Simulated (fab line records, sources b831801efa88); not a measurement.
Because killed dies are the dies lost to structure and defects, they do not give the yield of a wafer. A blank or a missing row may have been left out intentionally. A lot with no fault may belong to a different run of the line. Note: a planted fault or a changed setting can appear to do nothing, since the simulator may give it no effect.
fab line records	flow sky130
record lots=12	wafers=35	lastDay=50
route steps=708 shown VIA1@481 METAL2@483 VIA2@507 PAD_OPEN@708
lots untouched by any fault: they come from a run of this same line in which no faults occurred
startH: hours from the record's opening day to when the first of the lot's shown wafers began	waitH: hours since the lot's step before	" identical to the entry in the row above	L1.1+2: one row covering several wafers at once	- value missing, or start not given	* or withheld: withheld	< > ~ a bound
route shown NAME@n: names a module that has steps shown in the file, with the first one's number in the route	usual: mean/standard deviation taken from wafers without a fault	same: alike in all rows	chamber/n: place in a boat	sites: the reading at each site	_std_site: their standard deviation	_edge_site: outer sites' mean less inner sites'	radiusMm: how far each site lies from the wafer's centre	mask NAME#n: copy n	behind: the last tool/chamber to shape the wafer	hold: why the lot was held/for how many hours/how that ended	device: transistor that didn't switch, given as n, p or np	end of line: the route-end tests of the same wafers	step lacking rows: just its recipe	killed: the dies lost at the first sort to structure and to defects; this is not the yield of the wafer	map: a wafer's dies, marking killed ones x, the rest . and places with no die _
set.NAME: the setting that was run; set.NAME@STEP: the one run at that earlier step	model.NAME: the simulator's own value behind a step, which no gauge read
route steps across a sampled set of lots; one table per step, one row per wafer
services: when a tool's chamber went out of use (startH, in hours from the record's first day, below 0 if earlier), for how many hours, and the reason
## steps
# step SKY_VIA1_THK_MEAS_23
# recipe thkMeasGauge=xrf	reads=W_of_VIA1_CVD_21
# usual VIA1_W_THK=274/4.3
lot.wafer	tool	chamber	startH	waitH	VIA1_W_THK[nm]
L971.1	filmMetro-04	-	793.75	0.1	275
L971.5	"	-	"	"	274
L971.6	"	-	"	"	272
L973.4	filmMetro-02	-	807.56	0.1	270
L973.5	"	-	"	"	274
L973.6	"	-	"	"	271
L974.3	filmMetro-04	-	817.20	0.1	270
L974.5	"	-	"	"	268
L974.6	"	-	"	"	271
L976.3	filmMetro-02	-	859.12	0.1	279
L976.4	"	-	"	"	278
L976.5	"	-	"	"	276
L981.1	filmMetro-02	-	880.41	0.1	269
L981.3	"	-	"	"	270
L983.4	filmMetro-02	-	890.66	0.1	283
L983.5	"	-	"	"	273
L983.6	"	-	"	"	284
L986.1	filmMetro-04	-	913.47	0.1	280
L986.2	"	-	"	"	273
L986.5	"	-	"	"	274
L988.2	filmMetro-02	-	933.30	0.1	274
L988.4	"	-	"	"	276
L988.5	"	-	"	"	276
L990.1	filmMetro-04	-	948.83	0.1	269
L990.3	"	-	"	"	269
L990.5	"	-	"	"	271
L991.1	filmMetro-02	-	952.09	0.1	273
L991.3	"	-	"	"	273
L991.6	"	-	"	"	273
L992.2	filmMetro-02	-	953.22	0.1	271
L992.4	"	-	"	"	270
L992.6	"	-	"	"	273
L993.1	filmMetro-01	-	955.81	0.1	272
L993.3	"	-	"	"	271
L993.6	"	-	"	"	271
# step SKY_METAL2_SPUTTER_00
# recipe material=Ti	targetThkNm=15	powerW=3000	timeS=10	chamberPressurePa=0.4
# usual throttleValvePct=29.7/1.1
lot.wafer	tool	chamber	startH	waitH	throttleValvePct
L971.1	pvdSputter-02	-	794.11	0.2	27.6
L971.5	"	-	"	"	30.2
L971.6	"	-	"	"	28.0
L973.4	pvdSputter-02	-	807.89	0.1	30.2
L973.5	"	-	"	"	29.9
L973.6	"	-	"	"	27.9
L974.3	pvdSputter-02	-	817.62	0.2	30.0
L974.5	"	-	"	"	27.7
L974.6	"	-	"	"	30.0
L976.3	pvdSputter-04	-	859.46	0.1	30.9
L976.4	"	-	"	"	30.4
L976.5	"	-	"	"	30.4
L981.1	pvdSputter-04	-	880.77	0.2	30.9
L981.3	"	-	"	"	29.5
L983.4	pvdSputter-02	-	890.99	0.2	27.8
L983.5	"	-	"	"	29.9
L983.6	"	-	"	"	29.4
L986.1	pvdSputter-03	-	913.83	0.2	31.3
L986.2	"	-	"	"	31.2
L986.5	"	-	"	"	28.6
L988.2	pvdSputter-02	-	933.65	0.1	29.8
L988.4	"	-	"	"	30.0
L988.5	"	-	"	"	27.7
L990.1	pvdSputter-02	-	949.19	0.1	29.9
L990.3	"	-	"	"	29.8
L990.5	"	-	"	"	29.5
L991.1	pvdSputter-02	-	952.45	0.1	30.3
L991.3	"	-	"	"	30.1
L991.6	"	-	"	"	29.9
L992.2	pvdSputter-03	-	953.67	0.2	31.6
L992.4	"	-	"	"	28.8
L992.6	"	-	"	"	28.8
L993.1	pvdSputter-02	-	956.17	0.1	30.0
L993.3	"	-	"	"	29.6
L993.6	"	-	"	"	29.7
# step SKY_METAL2_THK_MEAS_06
# recipe thkMeasGauge=xrf	reads=AlCu_of_METAL2_SPUTTER_02
# usual METAL2_ALCU_THK=255.0/2.7
lot.wafer	tool	chamber	startH	waitH	METAL2_ALCU_THK[nm]
L971.1	filmMetro-04	-	794.37	0.1	256.0
L971.5	"	-	"	"	255.4
L971.6	"	-	"	"	255.2
L973.4	filmMetro-02	-	808.18	0.1	258.1
L973.5	"	-	"	"	259.6
L973.6	"	-	"	"	258.0
L974.3	filmMetro-02	-	817.90	0.1	257.1
L974.5	"	-	"	"	260.3
L974.6	"	-	"	"	257.3
L976.3	filmMetro-04	-	859.74	0.1	252.6
L976.4	"	-	"	"	251.9
L976.5	"	-	"	"	253.4
L981.1	filmMetro-03	-	881.03	0.1	256.6
L981.3	"	-	"	"	256.7
L983.4	filmMetro-03	-	891.28	0.1	257.2
L983.5	"	-	"	"	259.3
L983.6	"	-	"	"	258.6
L986.1	filmMetro-03	-	914.09	0.1	250.9
L986.2	"	-	"	"	252.8
L986.5	"	-	"	"	252.5
L988.2	filmMetro-04	-	933.92	0.1	255.8
L988.4	"	-	"	"	253.0
L988.5	"	-	"	"	250.0
L990.1	filmMetro-04	-	949.45	0.1	256.8
L990.3	"	-	"	"	255.0
L990.5	"	-	"	"	255.9
L991.1	filmMetro-04	-	952.71	0.1	258.7
L991.3	"	-	"	"	254.2
L991.6	"	-	"	"	254.9
L992.2	filmMetro-02	-	953.94	0.1	251.8
L992.4	"	-	"	"	253.0
L992.6	"	-	"	"	253.2
L993.1	filmMetro-02	-	956.43	0.1	256.1
L993.3	"	-	"	"	256.1
L993.6	"	-	"	"	255.5
# step SKY_VIA2_HDPCVD_00
# recipe material=SiO2	targetThkNm=1180	sigmaOpenFrac=0.3	timeS=196.7	tempC=400	sih4FlowSccm=60	pressureMtorr=6
# usual runLengthS=224.8/0.66
lot.wafer	tool	chamber	startH	waitH	runLengthS
L971.1	hdpcvd-02	2	821.48	0.0	224.3
L971.5	"	1	"	"	225.5
L971.6	"	0	"	"	225.4
L973.4	hdpcvd-02	0	835.96	0.1	225.1
L973.5	"	1	"	"	225.4
L973.6	"	2	"	"	224.2
L974.3	hdpcvd-02	0	844.90	0.0	225.7
L974.5	"	1	"	"	225.6
L974.6	"	2	"	"	223.9
L976.3	hdpcvd-02	1	885.08	0.0	211.0
L976.4	"	2	"	"	209.4
L976.5	"	1	"	"	225.1
L981.1	hdpcvd-02	2	907.94	0.0	224.7
L981.3	"	1	"	"	211.1
L983.4	hdpcvd-01	2	917.62	0.1	224.4
L983.5	"	0	"	"	223.9
L983.6	"	1	"	"	225.0
L986.1	hdpcvd-01	2	939.93	0.0	224.2
L986.2	"	1	"	"	225.1
L986.5	"	2	"	"	224.7
L988.2	hdpcvd-01	0	958.48	0.0	223.7
L988.4	"	1	"	"	225.6
L988.5	"	2	"	"	224.3
L990.1	hdpcvd-02	1	974.29	0.0	224.9
L990.3	"	2	"	"	224.3
L990.5	"	0	"	"	226.3
L991.1	hdpcvd-02	2	977.54	0.0	224.4
L991.3	"	0	"	"	225.5
L991.6	"	0	"	"	225.4
L992.2	hdpcvd-01	0	978.97	0.0	224.4
L992.4	"	2	"	"	224.0
L992.6	"	0	"	"	224.1
L993.1	hdpcvd-02	2	981.82	0.0	224.5
L993.3	"	0	"	"	225.8
L993.6	"	0	"	"	226.0
# step SKY_VIA2_THK_MEAS_01
# recipe reads=SiO2_of_VIA2_HDPCVD_00
# usual VIA2_HDPCVD_THK=1177/12
lot.wafer	tool	chamber	startH	waitH	hold	VIA2_HDPCVD_THK[nm]
L971.1	filmMetro-01	-	821.61	0.1	-	1188
L971.5	"	-	"	"	-	1195
L971.6	"	-	"	"	-	1203
L973.4	filmMetro-04	-	836.05	0.0	-	1181
L973.5	"	-	"	"	-	1181
L973.6	"	-	"	"	-	1177
L974.3	filmMetro-03	-	845.05	0.1	-	1172
L974.5	"	-	"	"	-	1166
L974.6	"	-	"	"	-	1169
L976.3	filmMetro-04	-	885.23	0.1	awaitDispo/0.2h/release	1097
L976.4	"	-	"	"	awaitDispo/0.2h/release	1086
L976.5	"	-	"	"	awaitDispo/0.2h/release	1179
L976.3	filmMetro-04	-	885.45	0.2	-	1097
L976.4	"	-	"	"	-	1087
L976.5	"	-	"	"	-	1179
L981.1	filmMetro-03	-	908.07	0.1	awaitDispo/0.2h/release	1160
L981.3	"	-	"	"	awaitDispo/0.2h/release	1073
L981.1	filmMetro-03	-	908.29	0.2	-	1160
L981.3	"	-	"	"	-	1073
L983.4	filmMetro-04	-	917.71	0.0	-	1184
L983.5	"	-	"	"	-	1179
L983.6	"	-	"	"	-	1189
L986.1	filmMetro-03	-	940.05	0.1	-	1169
L986.2	"	-	"	"	-	1190
L986.5	"	-	"	"	-	1184
L988.2	filmMetro-04	-	958.61	0.1	-	1200
L988.4	"	-	"	"	-	1203
L988.5	"	-	"	"	-	1187
L990.1	filmMetro-04	-	974.42	0.1	-	1168
L990.3	"	-	"	"	-	1175
L990.5	"	-	"	"	-	1159
L991.1	filmMetro-04	-	977.67	0.1	-	1167
L991.3	"	-	"	"	-	1173
L991.6	"	-	"	"	-	1172
L992.2	filmMetro-01	-	979.11	0.1	-	1194
L992.4	"	-	"	"	-	1185
L992.6	"	-	"	"	-	1185
L993.1	filmMetro-03	-	981.95	0.1	-	1185
L993.3	"	-	"	"	-	1204
L993.6	"	-	"	"	-	1191
# step SKY_PAD_OPEN_PROBE_99
# usual defectLimitedYield=82.0/1.9	killed_at_M0_to_M3=45/6.9	killed_at_M4_up=3.0/1.7	killedAtContacts=25/5.6	killedAtFrontEnd=15/4.2	killedAtOther=0.3/0.55	killedDies=89/9.6	killedOpen=49/7.2	killedShort=39/6.5	sort_bin_3_pad_short=0.9/0.44	sort_bin_5_function=10.7/1.4	sort_bin_6_memory=6.4/1.3	sortNPass=403/9.6	sortYieldPct=82.0/1.9
# same grossDies=492	killedAtBackSide=0	sort_bin_4_leakage[%]=0	sort_bin_8_speed[%]=0
lot.wafer	tool	chamber	startH	waitH	defectLimitedYield[%]	killed_at_M0_to_M3	killed_at_M4_up	killedAtContacts	killedAtFrontEnd	killedAtOther	killedDies	killedOpen	killedShort	sort_bin_3_pad_short[%]	sort_bin_5_function[%]	sort_bin_6_memory[%]	sortNPass	sortYieldPct[%]
L971.1	prober-01	-	1073.45	0.1	80.3	53	3	24	17	0	97	56	41	1.0	12.2	6.5	395	80.3
L971.5	prober-01	-	1073.65	0.2	83.1	38	4	32	9	0	83	40	43	1.2	10.0	5.7	409	83.1
L971.6	prober-01	-	1073.70	0.2	84.8	35	4	23	13	0	75	38	37	1.2	7.9	6.1	417	84.8
L973.4	prober-01	-	1088.09	0.2	82.5	44	2	24	16	0	86	51	35	0.4	12.2	4.9	406	82.5
L973.5	prober-01	-	1088.14	0.2	82.5	51	4	21	10	0	86	53	33	0.2	11.8	5.5	406	82.5
L973.6	prober-01	-	1088.19	0.2	79.7	59	2	20	19	0	100	51	49	0.6	13.2	6.5	392	79.7
L974.3	prober-02	-	1092.65	0.2	82.1	44	3	19	21	1	88	50	38	1.0	10.0	6.9	404	82.1
L974.5	prober-02	-	1092.75	0.2	80.9	55	2	27	10	0	94	55	39	0.6	12.6	5.9	398	80.9
L974.6	prober-02	-	1092.80	0.2	78.9	37	5	36	26	0	104	53	48	1.0	12.6	7.5	388	78.9
L976.3	prober-01	-	1128.69	0.2	83.7	45	3	21	11	0	80	47	33	0.8	10.8	4.7	412	83.7
L976.4	prober-01	-	1128.74	0.2	83.1	37	4	25	16	1	83	45	37	0.8	11.2	4.9	409	83.1
L976.5	prober-01	-	1128.79	0.2	82.1	53	1	17	16	1	88	45	41	0.8	10.2	6.9	404	82.1
L981.1	prober-02	-	1143.14	0.1	81.7	41	2	32	15	0	90	56	34	1.4	12.0	4.9	402	81.7
L981.3	prober-02	-	1143.24	0.2	82.1	44	2	24	18	0	88	59	28	1.2	9.1	7.5	404	82.1
L983.4	prober-02	-	1150.36	0.2	83.7	42	2	22	13	1	80	45	34	0.6	10.0	5.7	412	83.7
L983.5	prober-02	-	1150.41	0.2	84.8	39	2	19	15	0	75	39	35	0.4	9.1	5.7	417	84.8
L983.6	prober-02	-	1150.46	0.2	79.1	50	2	24	26	1	103	51	51	1.6	10.8	8.5	389	79.1
L986.1	prober-01	-	1165.89	0.1	80.9	56	2	23	13	0	94	57	37	0.4	11.6	7.1	398	80.9
L986.2	prober-01	-	1165.94	0.1	79.9	44	4	33	18	0	99	51	48	0.8	10.4	8.9	393	79.9
L986.5	prober-01	-	1166.09	0.2	80.5	36	8	38	13	1	96	45	51	1.6	10.0	7.9	396	80.5
L988.2	prober-01	-	1178.53	0.1	80.7	49	8	24	14	0	95	53	42	0.8	12.8	5.7	397	80.7
L988.4	prober-01	-	1178.63	0.2	82.3	35	2	28	21	1	87	43	44	1.6	11.2	4.9	405	82.3
L988.5	prober-01	-	1178.68	0.2	84.3	43	2	24	7	1	77	50	27	0.4	9.8	5.5	415	84.3
L990.1	prober-01	-	1190.27	0.1	83.3	54	1	19	8	0	82	36	46	0.6	10.4	5.7	410	83.3
L990.3	prober-01	-	1190.37	0.2	80.5	49	3	26	18	0	96	49	47	1.0	13.8	4.7	396	80.5
L990.5	prober-01	-	1190.47	0.2	80.9	42	3	35	14	0	94	54	40	1.2	11.6	6.3	398	80.9
L991.1	prober-02	-	1193.30	0.1	80.1	53	6	21	17	1	98	57	40	1.8	10.2	7.9	394	80.1
L991.3	prober-02	-	1193.40	0.2	80.7	50	2	25	16	2	95	55	38	1.0	10.8	7.5	397	80.7
L991.6	prober-02	-	1193.55	0.2	83.3	45	2	18	16	1	82	46	36	0.6	9.1	6.9	410	83.3
L992.2	prober-01	-	1193.73	0.1	80.5	45	3	30	18	0	96	50	46	0.8	13.4	5.3	396	80.5
L992.4	prober-01	-	1193.83	0.2	82.9	50	4	18	12	0	84	61	23	1.4	10.0	5.7	408	82.9
L992.6	prober-01	-	1193.93	0.2	83.7	33	2	28	17	0	80	43	37	0.4	9.8	6.1	412	83.7
L993.1	prober-02	-	1195.34	0.1	83.1	37	5	28	12	1	83	48	34	0.6	9.3	6.9	409	83.1
L993.3	prober-02	-	1195.44	0.2	83.5	49	1	21	10	0	81	47	33	1.0	9.3	6.1	411	83.5
L993.6	prober-02	-	1195.59	0.2	85.2	42	0	19	11	1	73	40	33	0.2	11.0	3.7	419	85.2
# killed by level:class
L971.1 VIA1:geometricParticle:open=14 CONTACT:geometricParticle:open=9 VIA2:geometricParticle:open=9 METAL1:geometricParticle:short=7 VIA3:geometricParticle:short=7 FIELD_ISO:geometricParticle:open=5 POLY_GATE:geometricParticle:open=4 POLY_GATE:geometricParticle:short=4
L971.5 VIA1:geometricParticle:open=12 CONTACT:geometricParticle:open=11 CONTACT:geometricParticle:short=8 LI_CONTACT:geometricParticle:open=6 VIA1:geometricParticle:short=6 LI_CONTACT:geometricParticle:short=4 VIA3:geometricParticle:open=4 FIELD_ISO:geometricParticle:short=3
L971.6 VIA1:geometricParticle:open=8 CONTACT:geometricParticle:open=7 LOCAL_INTERCONNECT:geometricParticle:short=6 VIA3:geometricParticle:open=5 SPACER:geometricParticle:open=4 LI_CONTACT:geometricParticle:open=4 CONTACT:geometricParticle:short=4 METAL1:geometricParticle:short=4
L973.4 CONTACT:geometricParticle:open=11 FIELD_ISO:geometricParticle:short=8 VIA1:geometricParticle:open=8 LI_CONTACT:geometricParticle:open=7 VIA2:geometricParticle:open=7 METAL1:geometricParticle:short=7 VIA3:geometricParticle:open=6 METAL2:geometricParticle:short=4
L973.5 VIA1:geometricParticle:open=14 VIA2:geometricParticle:open=9 LI_CONTACT:geometricParticle:open=8 FIELD_ISO:geometricParticle:open=7 CONTACT:geometricParticle:open=7 VIA2:geometricParticle:short=6 VIA1:geometricParticle:short=5 VIA3:geometricParticle:open=5
L973.6 VIA1:geometricParticle:open=15 VIA1:geometricParticle:short=12 CONTACT:geometricParticle:open=9 FIELD_ISO:geometricParticle:short=7 VIA2:geometricParticle:open=6 LI_CONTACT:geometricParticle:open=5 VIA3:geometricParticle:short=5 VIA2:geometricParticle:short=4
L974.3 VIA1:geometricParticle:open=10 FIELD_ISO:geometricParticle:short=9 VIA2:geometricParticle:open=8 FIELD_ISO:geometricParticle:open=6 LI_CONTACT:geometricParticle:open=6 METAL2:geometricParticle:short=5 VIA3:geometricParticle:open=5 LI_CONTACT:geometricParticle:short=4
L974.5 VIA1:geometricParticle:open=16 CONTACT:geometricParticle:open=12 VIA3:geometricParticle:open=10 VIA2:geometricParticle:open=7 METAL2:geometricParticle:short=6 LI_CONTACT:geometricParticle:open=5 METAL1:geometricParticle:short=5 CONTACT:geometricParticle:short=4
L974.6 LI_CONTACT:geometricParticle:open=12 VIA1:geometricParticle:open=11 POLY_GATE:geometricParticle:short=8 CONTACT:geometricParticle:open=8 LOCAL_INTERCONNECT:geometricParticle:short=7 METAL2:geometricParticle:short=6 VIA3:geometricParticle:open=5 POLY_GATE:geometricParticle:open=4
L976.3 VIA1:geometricParticle:open=11 METAL1:geometricParticle:short=9 CONTACT:geometricParticle:open=9 LI_CONTACT:geometricParticle:open=7 METAL2:geometricParticle:short=6 METAL2:geometricParticle:open=5 VIA1:geometricParticle:short=4 VIA2:geometricParticle:open=4
L976.4 VIA3:geometricParticle:open=8 CONTACT:geometricParticle:open=7 METAL1:geometricParticle:short=6 LI_CONTACT:geometricParticle:open=6 CONTACT:geometricParticle:short=6 POLY_GATE:geometricParticle:open=5 METAL2:geometricParticle:short=5 FIELD_ISO:geometricParticle:open=4
L976.5 VIA1:geometricParticle:open=12 VIA2:geometricParticle:open=10 METAL2:geometricParticle:short=8 POLY_GATE:geometricParticle:open=5 LI_CONTACT:geometricParticle:open=5 VIA1:geometricParticle:short=5 FIELD_ISO:geometricParticle:short=4 CONTACT:geometricParticle:short=4
L981.1 VIA1:geometricParticle:open=23 LI_CONTACT:geometricParticle:open=13 CONTACT:geometricParticle:short=7 CONTACT:geometricParticle:open=6 POLY_GATE:geometricParticle:short=5 POLY_GATE:geometricParticle:open=5 FIELD_ISO:geometricParticle:short=4 LOCAL_INTERCONNECT:geometricParticle:short=4
L981.3 VIA1:geometricParticle:open=15 CONTACT:geometricParticle:open=9 VIA2:geometricParticle:open=7 POLY_GATE:geometricParticle:open=5 LI_CONTACT:geometricParticle:open=5 VIA3:geometricParticle:open=5 FIELD_ISO:geometricParticle:open=4 METAL2:geometricParticle:short=4
L983.4 VIA1:geometricParticle:open=10 LI_CONTACT:geometricParticle:open=8 VIA3:geometricParticle:open=7 LOCAL_INTERCONNECT:geometricParticle:short=6 CONTACT:geometricParticle:open=6 METAL1:geometricParticle:short=5 METAL2:geometricParticle:short=5 VIA1:geometricParticle:short=4
L983.5 VIA1:geometricParticle:open=8 CONTACT:geometricParticle:open=7 METAL2:geometricParticle:short=7 METAL1:geometricParticle:short=6 LI_CONTACT:geometricParticle:open=5 FIELD_ISO:geometricParticle:open=4 POLY_GATE:geometricParticle:open=3 SPACER:geometricParticle:open=3
L983.6 CONTACT:geometricParticle:open=12 VIA1:geometricParticle:open=10 POLY_GATE:geometricParticle:short=9 METAL1:geometricParticle:short=8 VIA3:geometricParticle:open=7 FIELD_ISO:geometricParticle:short=6 LI_CONTACT:geometricParticle:open=6 VIA2:geometricParticle:open=6
L986.1 VIA1:geometricParticle:open=11 CONTACT:geometricParticle:open=11 VIA2:geometricParticle:open=10 VIA3:geometricParticle:open=9 VIA1:geometricParticle:short=7 LI_CONTACT:geometricParticle:open=4 METAL1:geometricParticle:short=4 METAL2:geometricParticle:short=4
L986.2 CONTACT:geometricParticle:open=16 VIA1:geometricParticle:open=11 LI_CONTACT:geometricParticle:open=8 METAL2:geometricParticle:short=7 VIA1:geometricParticle:short=6 CONTACT:geometricParticle:short=5 POLY_GATE:geometricParticle:short=5 VIA2:geometricParticle:short=4
L986.5 CONTACT:geometricParticle:open=15 CONTACT:geometricParticle:short=11 VIA1:geometricParticle:open=8 METAL4:geometricParticle:short=7 LOCAL_INTERCONNECT:geometricParticle:short=6 VIA2:geometricParticle:open=6 VIA1:geometricParticle:short=5 METAL2:geometricParticle:short=5
L988.2 VIA1:geometricParticle:open=15 CONTACT:geometricParticle:open=8 VIA2:geometricParticle:open=8 LI_CONTACT:geometricParticle:open=7 VIA1:geometricParticle:short=6 METAL4:geometricParticle:short=6 LI_CONTACT:geometricParticle:short=5 METAL2:geometricParticle:short=5
L988.4 CONTACT:geometricParticle:open=13 FIELD_ISO:geometricParticle:short=6 VIA2:geometricParticle:short=6 METAL1:geometricParticle:short=5 VIA1:geometricParticle:open=5 VIA3:geometricParticle:open=5 LI_CONTACT:geometricParticle:short=4 LI_CONTACT:geometricParticle:open=4
L988.5 VIA1:geometricParticle:open=16 LI_CONTACT:geometricParticle:open=9 CONTACT:geometricParticle:open=8 VIA2:geometricParticle:short=5 POLY_GATE:geometricParticle:open=4 METAL2:geometricParticle:short=4 VIA2:geometricParticle:open=4 LOCAL_INTERCONNECT:geometricParticle:short=3
L990.1 METAL2:geometricParticle:short=11 VIA1:geometricParticle:open=8 CONTACT:geometricParticle:open=8 METAL3:geometricParticle:short=7 VIA1:geometricParticle:short=6 VIA3:geometricParticle:open=6 CONTACT:geometricParticle:short=5 METAL1:geometricParticle:short=4
L990.3 VIA1:geometricParticle:open=11 CONTACT:geometricParticle:open=10 METAL2:geometricParticle:short=9 VIA3:geometricParticle:open=7 POLY_GATE:geometricParticle:short=6 LI_CONTACT:geometricParticle:open=6 METAL1:geometricParticle:short=6 METAL2:geometricParticle:open=5
L990.5 CONTACT:geometricParticle:open=15 VIA3:geometricParticle:open=9 VIA2:geometricParticle:open=7 LI_CONTACT:geometricParticle:open=6 METAL2:geometricParticle:short=6 LOCAL_INTERCONNECT:geometricParticle:short=5 CONTACT:geometricParticle:short=5 POLY_GATE:geometricParticle:open=4
L991.1 VIA3:geometricParticle:open=15 VIA1:geometricParticle:open=9 LI_CONTACT:geometricParticle:open=9 METAL2:geometricParticle:short=7 CONTACT:geometricParticle:open=6 METAL1:geometricParticle:short=6 FIELD_ISO:geometricParticle:short=5 POLY_GATE:geometricParticle:open=5
L991.3 VIA1:geometricParticle:open=11 LI_CONTACT:geometricParticle:open=9 CONTACT:geometricParticle:open=9 VIA3:geometricParticle:open=9 VIA3:geometricParticle:short=8 METAL1:geometricParticle:short=7 FIELD_ISO:geometricParticle:open=5 POLY_GATE:geometricParticle:open=4
L991.6 VIA1:geometricParticle:open=13 LI_CONTACT:geometricParticle:open=7 VIA3:geometricParticle:open=7 METAL1:geometricParticle:short=7 POLY_GATE:geometricParticle:short=6 VIA2:geometricParticle:open=6 METAL2:geometricParticle:short=5 FIELD_ISO:geometricParticle:short=4
L992.2 LI_CONTACT:geometricParticle:open=11 CONTACT:geometricParticle:open=11 VIA1:geometricParticle:open=9 VIA1:geometricParticle:short=7 METAL2:geometricParticle:short=6 POLY_GATE:geometricParticle:short=5 VIA2:geometricParticle:open=5 FIELD_ISO:geometricParticle:short=4
L992.4 VIA3:geometricParticle:open=13 VIA1:geometricParticle:open=12 VIA2:geometricParticle:open=12 FIELD_ISO:geometricParticle:open=5 LI_CONTACT:geometricParticle:open=5 CONTACT:geometricParticle:open=5 VIA1:geometricParticle:short=4 METAL3:geometricParticle:short=4
L992.6 CONTACT:geometricParticle:open=9 FIELD_ISO:geometricParticle:open=7 LOCAL_INTERCONNECT:geometricParticle:short=7 VIA1:geometricParticle:open=7 VIA3:geometricParticle:open=6 FIELD_ISO:geometricParticle:short=5 LI_CONTACT:geometricParticle:short=5 VIA3:geometricParticle:short=4
L993.1 CONTACT:geometricParticle:open=9 LI_CONTACT:geometricParticle:open=8 CONTACT:geometricParticle:short=8 VIA1:geometricParticle:open=8 VIA3:geometricParticle:open=7 FIELD_ISO:geometricParticle:open=5 FIELD_ISO:geometricParticle:short=4 METAL1:geometricParticle:short=4
L993.3 VIA1:geometricParticle:open=14 CONTACT:geometricParticle:open=11 VIA3:geometricParticle:open=8 METAL2:geometricParticle:short=7 METAL1:geometricParticle:short=6 VIA1:geometricParticle:short=5 LI_CONTACT:geometricParticle:open=4 CONTACT:geometricParticle:short=3
L993.6 VIA1:geometricParticle:open=14 METAL2:geometricParticle:short=7 VIA3:geometricParticle:open=6 CONTACT:geometricParticle:short=5 FIELD_ISO:geometricParticle:open=4 LOCAL_INTERCONNECT:geometricParticle:short=4 LI_CONTACT:geometricParticle:open=4 VIA2:geometricParticle:short=4
## services
tool	chamber	startH	hours	kind
hdpcvd-01	2	777.20	22.0	repair
hdpcvd-01	1	792.59	3.0	repair
hdpcvd-02	1	809.98	3.4	repair
hdpcvd-01	-	861.13	1.4	repair
pvdSputter-02	0	861.97	-	consumableReplace:kit
pvdSputter-02	0	861.97	18.0	scheduledDown
pvdSputter-02	0	861.97	18.0	ventCycle
pvdSputter-04	2	864.68	-	consumableReplace:kit
pvdSputter-04	2	864.68	18.0	scheduledDown
hdpcvd-01	2	880.74	14.9	repair
pvdSputter-04	-	913.38	1.6	repair
hdpcvd-02	-	917.61	0.8	pm
hdpcvd-02	-	927.42	2.2	repair
pvdSputter-02	3	943.68	-	consumableReplace:kit
pvdSputter-02	3	943.68	18.0	scheduledDown
pvdSputter-02	3	943.68	18.0	ventCycle
hdpcvd-02	-	950.25	15.0	pm
hdpcvd-02	0	950.25	15.0	ventCycle
hdpcvd-02	1	950.25	15.0	ventCycle
hdpcvd-02	2	950.25	15.0	ventCycle
pvdSputter-02	-	965.01	2.7	repair
hdpcvd-02	0	965.25	-	clean
hdpcvd-02	1	965.25	-	clean
hdpcvd-02	2	965.25	-	clean
## key
firstSign step=SKY_VIA2_HDPCVD_00	reading=runLengthS	direction=down	sigmas=22	usual=*	struck=*
effect step=SKY_VIA2_THK_MEAS_01	reading=visit	direction=added
effect step=SKY_VIA2_THK_MEAS_01	reading=VIA2_HDPCVD_THK	direction=down	sigmas=7.3	usual=1177	struck=1086
metAt SKY_VIA2_HDPCVD_00
struckLots L976,L981
struckWafers L976.3,L976.4,L981.3
notActingAt SKY_VIA1_THK_MEAS_23,SKY_METAL2_SPUTTER_00,SKY_METAL2_THK_MEAS_06
onsetBetween 844.90 885.08
fault kind=processParameterDrift	tool=hdpcvd-02	chamber=-	onsetH=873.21	steps=SKY_VIA2_HDPCVD_00	channel=timeS	offset=*	shape=step	endH=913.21	scope=struckWafersOnly	actsIn=*	stated=*
